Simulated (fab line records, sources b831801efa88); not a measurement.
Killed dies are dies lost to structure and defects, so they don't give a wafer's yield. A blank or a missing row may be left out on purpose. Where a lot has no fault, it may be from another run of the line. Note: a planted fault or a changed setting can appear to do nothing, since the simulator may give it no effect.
Which tool did it? + flow sky130 + 6 lots with 18 wafers sampled at 4 steps, on a route of 708 steps

WHAT THE GAUGES READ, wafer by wafer
SKY_VIA2_THK_MEAS_23: measures by xrf.
| lot  | measured     | on            | VIA2_W_THK (nm) |
|------|--------------|---------------|-----------------|
| L512 | day 36 10:26 | film-metro-03 | 419 417 421     |
| L515 | day 37 09:55 | film-metro-01 | 411 422 409     |
| L517 | day 38 13:43 | film-metro-01 | 426 421 429     |
| L520 | day 39 11:44 | film-metro-01 | 429 430 429     |
| L530 | day 42 05:49 | film-metro-03 | 421 424 417     |
| L531 | day 42 15:25 | film-metro-01 | 428 430 428     |

EACH LOT AND THE TOOL THAT RAN IT (in order: tool; ch and the chambers of the sampled wafers; start)
| lot  | SKY_SD_P_HMDS_01                  | SKY_LOCAL_INTERCONNECT_ETCH_13    | SKY_VIA2_ETCH_15                   |
|------|-----------------------------------|-----------------------------------|------------------------------------|
| L512 | litho-track-01 ch 0, day 24 21:51 | rie-metal-02 ch 0, day 30 11:18   | rie-diel-02 ch 0,1, day 36 09:26   |
| L515 | litho-track-01 ch 0, day 25 22:55 | rie-metal-02 ch 0, day 31 10:40   | rie-diel-01 ch 0,1,3, day 37 08:56 |
| L517 | litho-track-01 ch 0, day 27 05:55 | rie-metal-03 ch 0,1, day 32 16:34 | rie-diel-04 ch 0,2,3, day 38 12:44 |
| L520 | litho-track-01 ch 0, day 28 09:30 | rie-metal-03 ch 1, day 33 17:24   | rie-diel-02 ch 0,3, day 39 10:45   |
| L530 | litho-track-01 ch 0, day 31 13:57 | rie-metal-01 ch 0,1, day 36 18:49 | rie-diel-04 ch 0,2,3, day 42 04:51 |
| L531 | litho-track-01 ch 0, day 31 23:39 | rie-metal-03 ch 0,1, day 37 04:33 | rie-diel-02 ch 1,2,3, day 42 14:26 |
- SKY_SD_P_HMDS_01: prime time 60 s.
- SKY_LOCAL_INTERCONNECT_ETCH_13: etches BARC in N2/H2, stops on SiO2, time 45.9 s, target depth 60 nm.
- SKY_VIA2_ETCH_15: etches SiO2 in C4F8/O2/Ar, stops on TiN, target depth 546 nm, time 85.76 s.

THE ANSWER, worked out from the rows above alone
Rule: the lots themselves supply what counts as usual. The widest of any qualifying gaps counts: lots, ordered by their means at a reading, are off when they make up no more than a third of the lots, leave a main group of 4 or more, and stand apart from it by 3 or more times the standard deviation of that group's means. If all means in a main group match to the digits the tables above print for the reading, that group is not used. A lot without any number at a reading at which 4 lots or more have one is off too. Where the step has rows for the other lots, those lots are counted as sound.
Nothing can be told from this: no lot is off at any reading shown.

WHAT HAD BEEN PUT IN BY THE SIMULATOR
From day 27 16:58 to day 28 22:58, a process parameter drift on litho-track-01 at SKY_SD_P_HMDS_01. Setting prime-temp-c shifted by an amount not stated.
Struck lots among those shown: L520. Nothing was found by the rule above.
